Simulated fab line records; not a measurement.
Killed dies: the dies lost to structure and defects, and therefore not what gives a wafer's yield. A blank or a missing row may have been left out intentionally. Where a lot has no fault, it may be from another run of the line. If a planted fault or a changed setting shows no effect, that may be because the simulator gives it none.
2 desks looking at one fault	flow gf180mcu	numbers are kept per desk, each desk with only its own; the story behind them comes last

THE METROLOGY DESK
Means of the sampled wafers that have a number, per lot and without regard to the tool the lot ran on: this is what the gauges read. The brackets show how far a lot's mean lies from the usual mean; more than 4 standard deviations puts the lot out of limits, marked OUT.
Columns: A = V4_CVD_00_THK at GF_V4_THK_MEAS_01, usual 602 nm
lot	first seen here	A
L216	day 24 06:37	599
L217	day 24 10:44	592
L218	day 24 20:33	603
L219	day 25 01:44	602
L221	day 25 17:23	602
L222	day 25 21:22	607
L223	day 26 11:12	606
L225	day 26 21:19	604
L226	day 27 08:19	611
L229	day 28 05:36	599
L232	day 29 01:02	506 (-13) OUT
L233	day 29 04:19	502 (-14) OUT
Finding of this desk: L232, L233 out of limits, first seen on L232 at day 29 01:02 (V4_CVD_00_THK at GF_V4_THK_MEAS_01). L216, L217, L218, L219, L221, L222, L223, L225, L226, L229 stayed within limits.

TOOL OWNER'S DESK, hdpcvd-02
The tool's own readings at GF_V4_CVD_00 (deposits SiO2, target thk 600 nm, time 100 s): means of the sampled wafers that have a number, for each lot that ran on this tool. The brackets show how far a lot's mean lies from the usual mean; more than 4 standard deviations puts the lot out of limits, marked OUT.
Columns: A = sih4-flow-sccm at GF_V4_CVD_00, usual 60.03 sccm
lot	first seen here	A
L221	day 25 17:18	59.90
L222	day 25 21:16	60.06
L229	day 28 05:31	60.07
L232	day 29 00:56	50.02 (-53) OUT
L233	day 29 04:15	49.92 (-53) OUT
This desk finds L232, L233 out of limits, L232 being first, at day 29 00:56 (sih4-flow-sccm at GF_V4_CVD_00). L221, L222, L229 stayed within limits.

BROUGHT TOGETHER
The tool owner's desk had the chance to raise an alarm at day 29 00:56 on L232, L233.
On L232, L233, the metrology desk was in a position to raise an alarm at day 29 01:02.
GF_V4_CVD_00 was run on hdpcvd-02 by each of the lots named.

WHAT THE SIMULATOR HAD PUT IN
hdpcvd-02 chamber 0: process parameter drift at GF_V4_CVD_00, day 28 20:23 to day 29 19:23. From 60, the setting sih4-flow-sccm moved by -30. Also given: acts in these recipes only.
Shown lots that were struck: L232, L233.
Delay (hours) between the fault's onset and each desk's first out-of-limits reading: 5 at the tool owner's desk, 5 at the metrology desk.
